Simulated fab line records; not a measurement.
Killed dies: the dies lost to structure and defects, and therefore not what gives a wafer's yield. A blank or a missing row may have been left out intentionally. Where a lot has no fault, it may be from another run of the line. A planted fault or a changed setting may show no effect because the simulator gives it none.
fab line records	flow sky130
record lots=5	wafers=15	last-day=50
route steps=708 shown METAL5@675 PASSIVATION@681 PAD_OPEN@694
lots with no fault: from the same line, run without faults
start-h: hours from the record's first day to the start of the lot's first wafer shown	wait-h: hours elapsed since this lot's preceding step	" the same as in the row above	L1.1+2: several wafers, shown together as one row	- no value present, or no start provided	* or withheld: withheld	< > ~ a bound
route shown NAME@n: a module of which the file shows steps, and the number in the route of the first	usual: the fault-free wafers' mean and standard deviation	same: alike in all rows	chamber/n: place in a boat	sites: the reading at each site	_std_site: the standard deviation of these	_edge_site: outer sites' mean less inner sites'	radius-mm: how far each site lies from the wafer's centre	mask NAME#n: copy n	behind: the most recent tool/chamber to have shaped the wafer	hold: why the lot went on hold/how many hours it stayed there/how the hold came to an end	device: the n, p or np transistor that did not switch	end of line: the tests these same wafers got at the end of their route	step lacking rows: just its recipe	killed: the dies lost at the first sort to structure and to defects; this is not the yield of the wafer	map: per-die view of a wafer (x killed, . not killed, _ where there is no die)
set.NAME: setting as actually run; set.NAME@STEP: the setting as run at that earlier step	model.NAME: the simulator's own value behind a step, which no gauge read
certain route steps with their lots: each step a table, each wafer a row
services: a tool's chamber out of use, with start hour (start-h, from the record's first day; less than 0 if before it), hours out, and reason
## steps
# step SKY_METAL5_DESCUM_14
# recipe chemistry=O2	source-power-w=150	bias-power-w=0	pressure-mtorr=10	temp-c=40	time-s=11
# usual drypump-motor-current-A=5.83/0.2	oes-product-au=1.002/0.01
lot.wafer	tool	chamber	start-h	wait-h	drypump-motor-current-A	oes-product-au	rf-hours-counter-h
L343.2	rie-metal-03	1	1028.21	0.1	5.92	0.999	13
L343.3	"	1	"	"	5.92	0.994	-
L343.5	"	1	"	"	5.92	1.007	-
L346.2	rie-metal-04	1	1037.91	0.1	5.68	0.998	-
L346.4	"	1	"	"	5.67	0.993	-
L346.6	"	1	"	"	5.68	0.996	-
L359.1	rie-metal-04	0	1130.86	0.1	6.10	1.003	12
L359.2	"	1	"	"	5.67	1.000	24
L359.3	"	1	"	"	5.65	0.998	-
L364.3	rie-metal-04	1	1147.41	0.1	5.69	1.007	-
L364.4	"	0	"	"	6.13	1.008	-
L364.5	"	0	"	"	6.11	1.011	-
L365.3	rie-metal-04	0	1158.76	0.1	6.10	1.008	-
L365.5	"	0	"	"	6.13	1.010	-
L365.6	"	1	"	"	5.67	1.000	-
# step SKY_METAL5_METAL_ETCH_15
# recipe target-depth-a=12600	stop-on=SiO2	over-etch-frac=0.2	time-s=252	chemistry=Cl2/BCl3	resist-sidewall-deg=86	pressure-mtorr=10	icp-w=900	bias-w=48.5	Cl2_flow_sccm=60	bcl3-flow-sccm=30
# usual drypump-motor-current-A=5.82/0.2	oes-product-au=0.894/0.0056	throttle-valve-pct=22.264/0.0093
lot.wafer	tool	chamber	start-h	wait-h	drypump-motor-current-A	oes-product-au	rf-hours-counter-h	throttle-valve-pct
L343.2	rie-metal-03	1	1028.25	0.0	5.93	0.898	13	22.275
L343.3	"	1	"	"	5.93	0.896	-	22.268
L343.5	"	1	"	"	5.93	0.890	-	22.256
L346.2	rie-metal-04	1	1038.04	0.1	5.66	0.900	-	22.260
L346.4	"	1	"	"	5.68	0.900	-	22.251
L346.6	"	1	"	"	5.68	0.887	-	22.263
L359.1	rie-metal-04	0	1130.90	0.0	6.10	0.889	12	22.246
L359.2	"	1	"	"	5.68	0.894	24	22.269
L359.3	"	1	"	"	5.68	0.893	-	22.260
L364.3	rie-metal-04	1	1147.51	0.1	5.66	0.898	-	22.267
L364.4	"	0	"	"	6.10	0.888	-	22.269
L364.5	"	0	"	"	6.14	0.897	-	22.277
L365.3	rie-metal-04	0	1158.86	0.1	6.11	0.901	-	22.266
L365.5	"	0	"	"	6.09	0.890	-	22.265
L365.6	"	1	"	"	5.66	0.896	-	22.277
# step SKY_METAL5_STRIP_16
# recipe chemistry=O2/N2	power-w=1400	pressure-mtorr=1500	platen-temp-c=withheld	o2-flow-sccm=3000	n2-flow-sccm=300	overash-fraction=0.5
# usual drypump-motor-current-A=6.18/0.25	oes-product-au=0.710/0.0048	strip-time-to-endpoint-s=12.99/0.12
lot.wafer	tool	chamber	start-h	wait-h	drypump-motor-current-A	oes-product-au	rf-hours-counter-h	strip-time-to-endpoint-s
L343.2	plasma-asher-03	1	1028.48	0.2	6.16	0.705	60	12.94
L343.3	"	1	"	"	6.16	0.698	-	12.97
L343.5	"	0	"	"	5.97	0.710	-	13.11
L346.2	plasma-asher-04	1	1038.44	0.3	6.24	0.708	91	12.93
L346.4	"	1	"	"	6.23	0.707	-	12.98
L346.6	"	0	"	"	6.35	0.711	-	12.95
L359.1	plasma-asher-02	0	1131.13	0.2	5.73	0.707	37	13.07
L359.2	"	1	"	"	6.49	0.706	37	13.14
L359.3	"	0	"	"	5.73	0.710	-	13.07
L364.3	plasma-asher-03	0	1147.70	0.1	5.96	0.707	-	13.02
L364.4	"	1	"	"	6.14	0.707	-	12.98
L364.5	"	0	"	"	5.96	0.709	-	12.99
L365.3	plasma-asher-02	0	1159.05	0.1	5.76	0.709	-	12.89
L365.5	"	1	"	"	6.53	0.712	-	12.91
L365.6	"	0	"	"	5.76	0.707	-	12.99
# step SKY_METAL5_STRIP_17
# recipe chemistry=post-etch-residue-remover	time-s=1200	temp-c=72.5
# step SKY_METAL5_CLEAN_18
# recipe chemistry=IPA	time-s=180	temp-c=25
# step SKY_METAL5_CLEAN_19
# recipe chemistry=O3/DIW	dry=n2-spin
# step SKY_PASSIVATION_CVD_00
# recipe material=SiO2	target-thk-nm=90	temp-c=400	time-s=withheld	rf-w=600
# usual heater-power-w=639/110
lot.wafer	tool	chamber	start-h	wait-h	heater-power-w
L343.2	pecvd-04	2	1029.16	0.0	576
L343.3	"	1	"	"	437
L343.5	"	1	"	"	449
L346.2	pecvd-04	0	1039.04	0.0	606
L346.4	"	0	"	"	612
L346.6	"	2	"	"	596
L359.1	pecvd-01	1	1131.72	0.0	606
L359.2	"	0	"	"	699
L359.3	"	2	"	"	715
L364.3	pecvd-03	1	1148.35	0.0	592
L364.4	"	0	"	"	750
L364.5	"	2	"	"	559
L365.3	pecvd-01	1	1159.61	0.0	597
L365.5	"	0	"	"	728
L365.6	"	2	"	"	756
# step SKY_PASSIVATION_THK_MEAS_01
# recipe reads=SiO2_of_PASSIVATION_CVD_00
# usual PASSIVATION_CVD_00_THK=89.7/1.2
lot.wafer	tool	chamber	start-h	wait-h	PASSIVATION_CVD_00_THK[nm]
L343.2	film-metro-03	-	1029.19	-	88.6
L343.3	"	-	"	"	89.6
L343.5	"	-	"	"	90.9
L346.2	film-metro-02	-	1039.07	-	89.7
L346.4	"	-	"	"	90.9
L346.6	"	-	"	"	89.7
L359.1	film-metro-04	-	1131.74	-	89.8
L359.2	"	-	"	"	90.4
L359.3	"	-	"	"	88.6
L364.3	film-metro-02	-	1148.40	-	91.8
L364.4	"	-	"	"	91.6
L364.5	"	-	"	"	91.4
L365.3	film-metro-04	-	1159.65	-	88.0
L365.5	"	-	"	"	91.7
L365.6	"	-	"	"	89.4
# step SKY_PASSIVATION_CVD_02
# recipe material=Si3N4	target-thk-nm=540	temp-c=400	time-s=withheld	rf-w=450
# usual heater-power-w=668/110
lot.wafer	tool	chamber	start-h	wait-h	heater-power-w
L343.2	pecvd-01	0	1029.24	0.0	889
L343.3	"	0	"	"	904
L343.5	"	2	"	"	688
L346.2	pecvd-03	0	1039.12	0.0	781
L346.4	"	2	"	"	546
L346.6	"	2	"	"	592
L359.1	pecvd-03	2	1131.80	0.1	589
L359.2	"	0	"	"	737
L359.3	"	1	"	"	729
L364.3	pecvd-04	1	1148.44	0.0	579
L364.4	"	2	"	"	636
L364.5	"	1	"	"	451
L365.3	pecvd-04	2	1159.69	0.0	594
L365.5	"	0	"	"	657
L365.6	"	2	"	"	606
# step SKY_PASSIVATION_THK_MEAS_03
# recipe reads=Si3N4_of_PASSIVATION_CVD_02
# usual PASSIVATION_CVD_02_THK=542/6.8
lot.wafer	tool	chamber	start-h	wait-h	PASSIVATION_CVD_02_THK[nm]
L343.2	film-metro-04	-	1029.59	-	537
L343.3	"	-	"	"	539
L343.5	"	-	"	"	535
L346.2	film-metro-03	-	1039.47	-	535
L346.4	"	-	"	"	545
L346.6	"	-	"	"	551
L359.1	film-metro-02	-	1132.03	-	530
L359.2	"	-	"	"	533
L359.3	"	-	"	"	531
L364.3	film-metro-02	-	1148.68	-	535
L364.4	"	-	"	"	547
L364.5	"	-	"	"	555
L365.3	film-metro-04	-	1159.93	-	543
L365.5	"	-	"	"	545
L365.6	"	-	"	"	548
# step SKY_PASSIVATION_DEHYDRATE_04
# recipe temp-c=200	time-s=60
# step SKY_PASSIVATION_HMDS_05
# recipe prime-time-s=60	prime-temp-c=120
# step SKY_PASSIVATION_COAT_06
# recipe spin-rpm=2000	resist-thk-nm=3000
# usual chill-plate-temp-C=23.01/0.1
lot.wafer	tool	chamber	start-h	wait-h	chill-plate-temp-C	model.coat_of_PASSIVATION_COAT_06.thk-nm
L343.2	litho-track-03	0	1040.37	0.1	22.96	2996
L343.3	"	0	"	"	23.01	3006
L343.5	"	0	"	"	22.97	2997
L346.2	litho-track-02	0	1050.44	0.1	23.09	2992
L346.4	"	0	"	"	23.00	3003
L346.6	"	0	"	"	23.04	2993
L359.1	litho-track-02	0	1141.61	0.1	23.05	3051
L359.2	"	0	"	"	22.94	3003
L359.3	"	0	"	"	23.02	2999
L364.3	litho-track-04	0	1157.56	0.1	23.04	2998
L364.4	"	0	"	"	23.09	2994
L364.5	"	0	"	"	23.05	2990
L365.3	litho-track-03	0	1167.75	0.1	22.95	2999
L365.5	"	0	"	"	23.02	2998
L365.6	"	0	"	"	22.93	2996
# step SKY_PASSIVATION_SOFTBAKE_07
# recipe temp-c=110	time-s=withheld
# step SKY_PASSIVATION_EXPOSE_08
# recipe mask-id=NSM	target-cd-nm=3000	na=0.57	dose-mj=260
# step SKY_PASSIVATION_PEB_09
# recipe temp-c=115	time-s=withheld
# step SKY_PASSIVATION_DEVELOP_10
# recipe develop-time-s=60	dev-temp-c=23
# step SKY_PASSIVATION_ETCH_11
# recipe chemistry=CF4/O2	target-depth-nm=725	stop-on=AlCu	source-w=800	bias-w=150	pressure-mtorr=150	cf4-flow-sccm=80	O2_flow_sccm=10	time-s=161.1
# usual drypump-motor-current-A=5.8/0.44	oes-product-au=0.979/0.0074	throttle-valve-pct=5.964/0.0087
lot.wafer	tool	chamber	start-h	wait-h	drypump-motor-current-A	oes-product-au	rf-hours-counter-h	throttle-valve-pct	model.coat_of_PASSIVATION_COAT_06.thk-nm
L343.2	rie-diel-03	0	1051.71	-	6.1	0.975	13	5.970	2522
L343.3	"	1	"	"	6.3	0.975	17	5.960	2509
L343.5	"	1	"	"	6.4	0.975	-	5.982	2501
L346.2	rie-diel-03	3	1060.61	-	5.5	0.979	29	5.960	2503
L346.4	"	0	"	"	6.1	0.975	13	5.941	2524
L346.6	"	1	"	"	6.3	0.987	-	5.969	2500
L359.1	rie-diel-01	0	1150.26	-	6.4	0.967	28	5.963	2561
L359.2	"	1	"	"	5.9	0.969	6	5.977	2514
L359.3	"	3	"	"	4.9	0.969	23	5.962	2515
L364.3	rie-diel-01	0	1166.46	-	6.4	0.976	28	5.983	2507
L364.4	"	2	"	"	5.6	0.992	22	5.973	2511
L364.5	"	1	"	"	5.9	0.995	-	5.965	2494
L365.3	rie-diel-03	1	1176.61	-	6.4	0.985	23	5.965	2510
L365.5	"	2	"	"	5.5	0.981	-	5.950	2513
L365.6	"	1	"	"	6.3	0.984	-	5.970	2504
# step SKY_PASSIVATION_STRIP_12
# recipe chemistry=O2/N2	power-w=1400	pressure-mtorr=1500	platen-temp-c=withheld	overash-fraction=0.7	o2-flow-sccm=3000	n2-flow-sccm=300
# usual drypump-motor-current-A=6.10/0.28	oes-product-au=0.660/0.0048	strip-time-to-endpoint-s=31.45/0.12
lot.wafer	tool	chamber	start-h	wait-h	drypump-motor-current-A	oes-product-au	rf-hours-counter-h	strip-time-to-endpoint-s
L343.2	plasma-asher-02	0	1051.82	0.1	5.78	0.652	29	31.60
L343.3	"	0	"	"	5.76	0.662	-	31.43
L343.5	"	0	"	"	5.77	0.655	-	31.34
L346.2	plasma-asher-03	0	1060.72	0.1	5.95	0.656	63	31.36
L346.4	"	0	"	"	5.96	0.655	-	31.61
L346.6	"	0	"	"	5.95	0.661	-	31.31
L359.1	plasma-asher-01	0	1150.37	0.1	5.83	0.661	8	32.04
L359.2	"	1	"	"	6.39	0.668	8	31.49
L359.3	"	0	"	"	5.83	0.657	-	31.49
L364.3	plasma-asher-02	1	1166.60	0.1	6.57	0.665	-	31.42
L364.4	"	0	"	"	5.79	0.660	-	31.46
L364.5	"	0	"	"	5.75	0.662	-	31.26
L365.3	plasma-asher-03	0	1176.75	0.1	5.94	0.668	-	31.44
L365.5	"	0	"	"	5.98	0.662	-	31.47
L365.6	"	1	"	"	6.18	0.662	-	31.36
# step SKY_PAD_OPEN_DEHYDRATE_00
# recipe temp-c=200	time-s=60
# step SKY_PAD_OPEN_PROBE_99
# usual defect-limited-yield=82.7/1.8	killed_at_M0_to_M3=44/6.8	killed_at_M4_up=3.2/1.7	killed-at-contacts=24/4.9	killed-at-front-end=14/4.1	killed-at-other=0.2/0.51	killed-dies=85/8.7	killed-open=46/6.8	killed-short=39/6.1	sort_bin_3_pad_short=0.9/0.43	sort_bin_5_function=10.1/1.4	sort_bin_6_memory=6.3/1.1	sort-n-pass=407/8.7	sort-yield-pct=82.7/1.8
# same gross-dies=492	killed-at-back-side=0	sort_bin_4_leakage[%]=0	sort_bin_8_speed[%]=0
lot.wafer	tool	chamber	start-h	wait-h	defect-limited-yield[%]	killed_at_M0_to_M3	killed_at_M4_up	killed-at-contacts	killed-at-front-end	killed-at-other	killed-dies	killed-open	killed-short	sort_bin_3_pad_short[%]	sort_bin_5_function[%]	sort_bin_6_memory[%]	sort-n-pass	sort-yield-pct[%]
L346.2	prober-01	-	1084.37	0.1	82.5	41	4	24	15	2	86	42	44	0.6	10.8	6.1	406	82.5
L346.4	prober-01	-	1084.47	0.2	83.1	45	3	26	9	0	83	45	38	1.0	10.2	5.7	409	83.1
L346.6	prober-01	-	1084.57	0.2	81.9	46	6	18	18	1	89	44	45	1.0	11.6	5.5	403	81.9
L359.1	prober-02	-	1171.22	0.1	82.3	49	7	14	16	1	87	43	44	0.4	10.0	7.3	405	82.3
L359.2	prober-02	-	1171.27	0.1	83.5	41	3	24	13	0	81	37	44	1.6	7.9	6.9	411	83.5
L359.3	prober-02	-	1171.32	0.2	83.7	35	5	25	15	0	80	48	32	0.6	8.3	7.3	412	83.7
# killed by level:class
L346.2 CONTACT:geometric-particle:open=10 VIA1:geometric-particle:open=9 VIA1:geometric-particle:short=7 VIA2:geometric-particle:open=6 FIELD_ISO:geometric-particle:short=5 LI_CONTACT:geometric-particle:open=5 METAL1:geometric-particle:short=5 METAL4:geometric-particle:short=4
L346.4 VIA1:geometric-particle:open=12 CONTACT:geometric-particle:open=9 VIA2:geometric-particle:open=6 VIA1:geometric-particle:short=6 LI_CONTACT:geometric-particle:open=6 METAL2:geometric-particle:short=6 VIA3:geometric-particle:short=6 LOCAL_INTERCONNECT:geometric-particle:short=5
L346.6 VIA1:geometric-particle:open=13 VIA2:geometric-particle:open=8 CONTACT:geometric-particle:open=7 CONTACT:geometric-particle:short=6 POLY_GATE:geometric-particle:short=5 METAL1:geometric-particle:short=5 VIA1:geometric-particle:short=5 FIELD_ISO:geometric-particle:short=4
L359.1 VIA1:geometric-particle:open=11 METAL1:geometric-particle:short=7 VIA1:geometric-particle:short=7 VIA3:geometric-particle:open=7 METAL4:geometric-particle:short=6 CONTACT:geometric-particle:open=6 VIA2:geometric-particle:short=6 METAL2:geometric-particle:short=5
L359.2 CONTACT:geometric-particle:open=8 VIA1:geometric-particle:open=8 CONTACT:geometric-particle:short=6 METAL1:geometric-particle:short=6 VIA3:geometric-particle:open=6 VIA1:geometric-particle:short=5 METAL2:geometric-particle:short=5 FIELD_ISO:geometric-particle:short=4
L359.3 VIA1:geometric-particle:open=11 CONTACT:geometric-particle:open=9 FIELD_ISO:geometric-particle:open=5 LI_CONTACT:geometric-particle:short=4 VIA2:geometric-particle:open=4 METAL1:geometric-particle:short=4 VIA3:geometric-particle:open=4 POLY_GATE:geometric-particle:short=3
## services
tool	chamber	start-h	hours	kind
plasma-asher-04	-	1004.79	14.6	pm
pecvd-03	2	1017.65	5.0	scheduled-down
pecvd-01	1	1021.87	6.0	repair
pecvd-01	1	1027.91	-	clean
pecvd-01	1	1027.91	-	consumable-replace:showerhead
pecvd-03	1	1031.78	54.6	repair
rie-diel-03	2	1037.86	5.8	repair
pecvd-04	1	1039.53	2.1	scheduled-down
plasma-asher-03	-	1039.53	4.2	repair
pecvd-01	-	1043.31	3.4	repair
plasma-asher-01	-	1055.25	9.0	pm
rie-metal-03	0	1097.63	4.0	repair
rie-diel-01	0	1107.40	14.0	repair
rie-metal-03	-	1117.89	1.2	repair
rie-diel-01	-	1123.74	1.4	repair
pecvd-03	0	1123.81	6.2	repair
rie-metal-03	-	1129.48	0.5	repair
rie-metal-03	-	1132.79	15.6	pm
pecvd-01	2	1133.81	8.5	repair
rie-diel-01	3	1138.53	9.6	repair
plasma-asher-04	-	1154.14	1.2	repair
pecvd-03	0	1162.76	24.4	repair
plasma-asher-03	-	1163.94	2.9	repair
rie-diel-03	-	1171.87	0.3	repair
## key
first-sign step=SKY_PASSIVATION_STRIP_12	reading=strip-time-to-endpoint-s	direction=up	sigmas=5	usual=*	struck=*
effect none on later readings
model-effect step=SKY_PASSIVATION_COAT_06	value=coat_of_PASSIVATION_COAT_06.thk-nm	without=2994	struck=3051
model-effect step=SKY_PASSIVATION_ETCH_11	value=coat_of_PASSIVATION_COAT_06.thk-nm	without=2505	struck=2561
met-at SKY_PASSIVATION_COAT_06
struck-wafers L359.1
onset-between 1050.44 1141.61
fault kind=process-parameter-drift	tool=litho-track-02	chamber=-	onset-h=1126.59	steps=SKY_PASSIVATION_COAT_06	channel=resist-thk-nm	offset=56.797	shape=step	end-h=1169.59	scope=struck-wafers-only	acts-in=these-recipes-only	stated=3000
